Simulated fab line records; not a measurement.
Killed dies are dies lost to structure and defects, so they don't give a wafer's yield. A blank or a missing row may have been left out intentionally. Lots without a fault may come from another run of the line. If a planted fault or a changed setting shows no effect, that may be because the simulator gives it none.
Which tool is to blame? | flow sky130 | Sampling: 24 lots, 72 wafers, 6 of 708 route steps

WHAT THE GAUGES READ, wafer by wafer
SKY_CAPM_OVL_MEAS_12.
lot  | measured     | on         | CAPM_OVL (nm)
L074 | day 38 05:49 | overlay-02 | 1.2 3.0 1.8
L075 | day 38 14:49 | overlay-01 | 1.6 1.4 1.6
L076 | day 39 03:45 | overlay-02 | -0.1 1.2 1.0
L077 | day 39 01:46 | overlay-02 | 0.9 -0.2 2.0
L078 | day 39 05:50 | overlay-02 | 1.7 1.6 2.4
L079 | day 39 08:14 | overlay-01 | -0.1 0.8 1.1
L080 | day 39 18:22 | overlay-01 | 1.4 1.0 2.2
L081 | day 39 22:08 | overlay-02 | 0.7 1.8 1.5
L082 | day 40 10:16 | overlay-02 | 0.7 0.6 -1.7
L083 | day 40 14:10 | overlay-02 | 3.1 3.0 2.1
L084 | day 40 20:16 | overlay-01 | 1.5 0.9 -0.2
L085 | day 40 23:54 | overlay-01 | 0.0 -0.6 0.5
L086 | day 41 02:59 | overlay-01 | 0.4 -0.8 0.5
L088 | day 41 19:06 | overlay-01 | 0.5 1.5 0.8
L087 | day 41 20:31 | overlay-01 | -1.1 -2.4 -1.5
L089 | day 42 03:19 | overlay-02 | 2.2 0.4 0.2
L091 | day 42 12:28 | overlay-01 | 0.3 1.2 0.4
L090 | day 42 20:13 | overlay-01 | -0.7 -1.3 -0.5
L092 | day 42 19:15 | overlay-01 | 1.5 1.8 2.9
L093 | day 43 05:25 | overlay-01 | -1.7 0.7 -0.6
L094 | day 43 07:40 | overlay-02 | 0.1 -0.4 -0.2
L095 | day 43 22:40 | overlay-01 | 0.9 -0.5 0.7
L096 | day 44 00:26 | overlay-01 | 0.4 1.6 1.4
L097 | day 44 04:42 | overlay-02 | -1.9 -2.2 -3.3

SKY_METAL4_CD_MEAS_13: the cd target is 300 nm.
lot  | measured     | on        | cd_nm (nm)
L074 | day 42 12:05 | cd_sem-01 | 298.8 298.0 298.8
L075 | day 42 19:58 | cd_sem-01 | 301.1 301.2 301.0
L076 | day 43 07:11 | cd_sem-02 | 301.1 302.0 301.9
L077 | day 43 05:46 | cd_sem-02 | 298.4 299.1 297.1
L078 | day 43 09:14 | cd_sem-01 | 300.4 300.1 301.0
L079 | day 43 13:27 | cd_sem-02 | 298.3 299.0 298.0
L080 | day 43 22:23 | cd_sem-02 | 299.7 298.1 300.2
L081 | day 44 12:24 | cd_sem-02 | 297.8 297.8 299.7
L082 | day 44 13:44 | cd_sem-01 | 299.8 297.7 299.8
L083 | day 44 16:17 | cd_sem-02 | 298.8 300.3 300.2
L084 | day 44 21:23 | cd_sem-02 | 302.1 301.8 303.1
L085 | day 45 00:29 | cd_sem-01 | 300.1 299.7 301.3
L086 | day 45 04:00 | cd_sem-01 | 296.8 298.4 298.5
L088 | day 45 20:12 | cd_sem-01 | 297.6 297.8 299.0
L087 | day 45 19:52 | cd_sem-02 | 299.8 299.1 300.0
L089 | day 46 00:43 | cd_sem-02 | 299.3 300.5 299.5
L091 | day 46 10:16 | cd_sem-02 | 299.1 298.2 298.9
L090 | day 46 17:29 | cd_sem-01 | 300.9 300.6 301.2
L092 | day 46 16:28 | cd_sem-02 | 300.0 299.7 298.9
L093 | day 47 00:35 | cd_sem-01 | 297.4 298.3 299.4
L094 | day 47 03:14 | cd_sem-01 | 300.0 299.5 300.0
L095 | day 47 22:09 | cd_sem-02 | 297.7 298.4 299.2
L096 | day 47 19:40 | cd_sem-02 | 302.0 302.4 302.1
L097 | day 47 22:50 | cd_sem-02 | 299.7 298.7 298.9

SKY_METAL4_OVL_MEAS_14.
lot  | measured     | on         | METAL4_OVL (nm)
L074 | day 42 12:11 | overlay-02 | 3 6 2
L075 | day 42 20:05 | overlay-02 | 1 2 9
L076 | day 43 07:16 | overlay-02 | 8 6 9
L077 | day 43 05:53 | overlay-02 | 8 -4 -5
L078 | day 43 09:20 | overlay-02 | 9 6 2
L079 | day 43 13:34 | overlay-02 | 11 7 14
L080 | day 43 22:29 | overlay-02 | 2 3 8
L081 | day 44 12:31 | overlay-02 | -10 0 2
L082 | day 44 13:51 | overlay-01 | 7 4 17
L083 | day 44 16:23 | overlay-01 | 6 11 9
L084 | day 44 21:29 | overlay-02 | 11 8 10
L085 | day 45 00:36 | overlay-02 | 2 9 -2
L086 | day 45 04:07 | overlay-02 | 7 9 4
L088 | day 45 20:19 | overlay-01 | 7 2 8
L087 | day 45 19:59 | overlay-01 | 1 5 -6
L089 | day 46 00:49 | overlay-01 | 14 2 11
L091 | day 46 10:23 | overlay-01 | 8 9 7
L090 | day 46 17:36 | overlay-02 | -2 -8 3
L092 | day 46 16:35 | overlay-01 | 5 8 3
L093 | day 47 00:41 | overlay-02 | -2 0 3
L094 | day 47 03:20 | overlay-02 | 5 0 8
L095 | day 47 22:16 | overlay-02 | -1 4 9
L096 | day 47 19:45 | overlay-01 | -14 3 -8
L097 | day 47 22:57 | overlay-01 | -7 -8 -8

EACH LOT AND THE TOOL THAT RAN IT (in order: tool; ch and the chambers of the sampled wafers; start)
lot  | SKY_METAL2_SPUTTER_04        | SKY_VIA2_CMP_02               | SKY_VIA3_CMP_02
L074 | pvd_sputter-01, day 34 19:18 | cmp-02 ch 0,2, day 35 23:11   | cmp-01 ch 0,2, day 39 08:34
L075 | pvd_sputter-03, day 35 03:37 | cmp-02 ch 0,2,3, day 36 07:46 | cmp-01 ch 0,1,3, day 39 17:40
L076 | pvd_sputter-03, day 35 14:37 | cmp-02 ch 0,3, day 36 19:04   | cmp-01 ch 0,1, day 40 06:25
L077 | pvd_sputter-02, day 35 16:16 | cmp-01 ch 2,3, day 36 19:41   | cmp-01 ch 1,2,3, day 40 04:35
L078 | pvd_sputter-02, day 35 20:04 | cmp-01 ch 0,1,2, day 37 00:40 | cmp-01 ch 0,1,3, day 40 08:17
L079 | pvd_sputter-03, day 35 22:56 | cmp-01 ch 0,1,2, day 37 02:20 | cmp-02 ch 0,2,3, day 40 11:12
L080 | pvd_sputter-03, day 36 09:37 | cmp-02 ch 0,1, day 37 14:16   | cmp-01 ch 0,3, day 40 20:40
L081 | pvd_sputter-02, day 36 13:32 | cmp-02 ch 1,2,3, day 37 17:42 | cmp-02 ch 0,1,2, day 41 00:24
L082 | pvd_sputter-02, day 37 02:26 | cmp-01 ch 0,2,3, day 38 05:55 | cmp-01 ch 0,1,3, day 41 12:37
L083 | pvd_sputter-02, day 37 07:58 | cmp-01 ch 0,1,2, day 38 10:59 | cmp-01 ch 0,1,3, day 41 16:13
L084 | pvd_sputter-01, day 37 15:02 | cmp-02 ch 1,2, day 38 17:35   | cmp-02 ch 1,3, day 41 22:10
L085 | pvd_sputter-02, day 37 18:32 | cmp-02 ch 0,1,2, day 38 20:55 | cmp-01 ch 0,1,2, day 42 01:38
L086 | pvd_sputter-02, day 37 21:21 | cmp-02 ch 0,1,3, day 38 23:57 | cmp-02 ch 0,2,3, day 42 04:46
L088 | pvd_sputter-01, day 38 14:26 | cmp-02 ch 0,1,3, day 39 16:48 | cmp-02 ch 0,1,2, day 42 20:55
L087 | pvd_sputter-03, day 38 16:29 | cmp-01 ch 0,1,3, day 39 18:05 | cmp-01 ch 0,2,3, day 42 21:37
L089 | pvd_sputter-03, day 38 22:50 | cmp-01 ch 0,2, day 40 01:04   | cmp-02 ch 0,2,3, day 43 04:43
L091 | pvd_sputter-03, day 39 08:39 | cmp-02 ch 0,1,2, day 40 10:39 | cmp-02 ch 0,1, day 43 13:52
L090 | pvd_sputter-01, day 39 10:28 | cmp-01 ch 1,2, day 40 12:18   | cmp-01 ch 2,3, day 43 21:16
L092 | pvd_sputter-01, day 39 15:56 | cmp-02 ch 1,2, day 40 17:33   | cmp-01 ch 2,3, day 43 20:37
L093 | pvd_sputter-02, day 40 03:28 | cmp-01 ch 1,3, day 41 04:50   | cmp-02 ch 1,2, day 44 05:43
L094 | pvd_sputter-01, day 40 05:13 | cmp-02 ch 0,1, day 41 07:14   | cmp-01 ch 1,2,3, day 44 08:02
L095 | pvd_sputter-03, day 40 21:27 | cmp-01 ch 0,2,3, day 41 22:27 | cmp-02 ch 0,1,3, day 44 23:19
L096 | pvd_sputter-01, day 40 23:07 | cmp-01 ch 0,1, day 42 00:15   | cmp-01 ch 1,2, day 45 00:59
L097 | pvd_sputter-03, day 41 02:55 | cmp-01 ch 1,2, day 42 04:10   | cmp-02 ch 0,1,3, day 45 04:22
- SKY_METAL2_SPUTTER_04: material TiN, target thk 70 nm, time 58.3 s.
- SKY_VIA2_CMP_02: polishes SiO2.
- SKY_VIA3_CMP_02: polishes SiO2.

WHAT THE TOOLS THEMSELVES READ (means of the sampled wafers that have a number; where no wafer has one, the mark that the record gives instead)
SKY_METAL2_SPUTTER_04.
lot  | tool           | throttle_valve_pct (%)
L074 | pvd_sputter-01 | 30.2
L075 | pvd_sputter-03 | 30.6
L076 | pvd_sputter-03 | 29.2
L077 | pvd_sputter-02 | 30.5
L078 | pvd_sputter-02 | 31.7
L079 | pvd_sputter-03 | 29.9
L080 | pvd_sputter-03 | 29.6
L081 | pvd_sputter-02 | 30.6
L082 | pvd_sputter-02 | 31.0
L083 | pvd_sputter-02 | 30.6
L084 | pvd_sputter-01 | 30.5
L085 | pvd_sputter-02 | 31.0
L086 | pvd_sputter-02 | 31.0
L088 | pvd_sputter-01 | 29.4
L087 | pvd_sputter-03 | 29.9
L089 | pvd_sputter-03 | 30.4
L091 | pvd_sputter-03 | 30.5
L090 | pvd_sputter-01 | 29.8
L092 | pvd_sputter-01 | 30.8
L093 | pvd_sputter-02 | 31.7
L094 | pvd_sputter-01 | 30.5
L095 | pvd_sputter-03 | 29.6
L096 | pvd_sputter-01 | 30.8
L097 | pvd_sputter-03 | 30.7

SKY_VIA2_CMP_02.
lot  | tool   | motor_current_A (A)
L074 | cmp-02 | 11.2
L075 | cmp-02 | 11.5
L076 | cmp-02 | 11.7
L077 | cmp-01 | 10.5
L078 | cmp-01 | 11.2
L079 | cmp-01 | 11.0
L080 | cmp-02 | 11.6
L081 | cmp-02 | 12.0
L082 | cmp-01 | 10.8
L083 | cmp-01 | 10.9
L084 | cmp-02 | 11.7
L085 | cmp-02 | 11.4
L086 | cmp-02 | 11.9
L088 | cmp-02 | 11.5
L087 | cmp-01 | 11.5
L089 | cmp-01 | 10.5
L091 | cmp-02 | 11.8
L090 | cmp-01 | 11.0
L092 | cmp-02 | 11.4
L093 | cmp-01 | 11.5
L094 | cmp-02 | 11.7
L095 | cmp-01 | 10.7
L096 | cmp-01 | 11.8
L097 | cmp-01 | 10.5

SKY_VIA3_CMP_02.
lot  | tool   | motor_current_A (A)
L074 | cmp-01 | 10.9
L075 | cmp-01 | 11.2
L076 | cmp-01 | 11.0
L077 | cmp-01 | 10.9
L078 | cmp-01 | 11.2
L079 | cmp-02 | 11.3
L080 | cmp-01 | 10.6
L081 | cmp-02 | 11.6
L082 | cmp-01 | 11.2
L083 | cmp-01 | 11.2
L084 | cmp-02 | 11.7
L085 | cmp-01 | 11.2
L086 | cmp-02 | 11.4
L088 | cmp-02 | 11.9
L087 | cmp-01 | 10.8
L089 | cmp-02 | 11.2
L091 | cmp-02 | 11.3
L090 | cmp-01 | 11.0
L092 | cmp-01 | 10.5
L093 | cmp-02 | 11.3
L094 | cmp-01 | 11.1
L095 | cmp-02 | 11.7
L096 | cmp-01 | 11.6
L097 | cmp-02 | 11.7

THE ANSWER, worked out from the rows above alone
Rule: what is usual is taken from the lots themselves. Put in order of their means at a reading, lots are off if they are a third of the lots or fewer, leave a main group of 4 or more, and stand apart from it by a gap of 3 or more times the standard deviation of the main group's means; of several such gaps the widest counts. Not used: any main group whose means are identical at the precision the tables above print for the reading. A lot without any number at a reading at which 4 lots or more have one is off too. Where the step has rows for the other lots, those lots are counted as sound. Order of review: gauges by route order, followed by the tools' own readings, for which a lot's mean as printed above is used. At the first step where some lot is off, the reading lying furthest off is the one used; lots without a number count as furthest.
Across all readings shown, no lot is off: no conclusion can be drawn from this.

WHAT THE SIMULATOR HAD INSERTED
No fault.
